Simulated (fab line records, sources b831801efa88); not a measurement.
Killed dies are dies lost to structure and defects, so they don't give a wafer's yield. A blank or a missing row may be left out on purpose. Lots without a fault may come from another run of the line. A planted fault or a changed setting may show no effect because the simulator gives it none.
Which tool did it? | flow sky130 | 11 lots, 33 wafers sampled, at 1 step of a route of 708

WHAT THE GAUGES READ, wafer by wafer
SKY_METAL1_THK_MEAS_06: measures by xrf.
lot  | measured     | on            | METAL1_ALCU_THK (nm)
L465 | day 31 23:26 | film_metro-04 | 251 252 245
L469 | day 33 01:54 | film_metro-01 | 251 252 252
L470 | day 33 03:27 | film_metro-02 | 252 252 254
L471 | day 34 04:36 | film_metro-01 | 243 245 247
L473 | day 34 06:02 | film_metro-01 | 249 251 250
L472 | day 34 06:19 | film_metro-01 | 244 244 246
L478 | day 36 03:16 | film_metro-01 | 257 254 257
L481 | day 36 23:32 | film_metro-04 | 242 243 245
L482 | day 37 03:05 | film_metro-02 | 249 245 245
L483 | day 37 11:10 | film_metro-02 | 253 253 253
L484 | day 38 05:05 | film_metro-04 | 248 249 254

WHICH TOOL RAN EACH LOT (tool, then ch and the chambers of the sampled wafers, then the start)
The record holds no process step before these readings.

THE ANSWER, worked out from the rows above alone
Rule: what is usual is taken from the lots themselves. Put in order of their means at a reading, lots are off if they are a third of the lots or fewer, leave a main group of 4 or more, and stand apart from it by a gap of 3 or more times the standard deviation of the main group's means; of several such gaps the widest counts. A main group whose means are all the same, to the digits that the tables above print for the reading, isn't used. A lot without any number at a reading at which 4 lots or more have one is off too. The other lots that the step has rows for count as sound.
No lot is off at any reading shown: from this, nothing can be told.

WHAT THE SIMULATOR HAD PUT IN
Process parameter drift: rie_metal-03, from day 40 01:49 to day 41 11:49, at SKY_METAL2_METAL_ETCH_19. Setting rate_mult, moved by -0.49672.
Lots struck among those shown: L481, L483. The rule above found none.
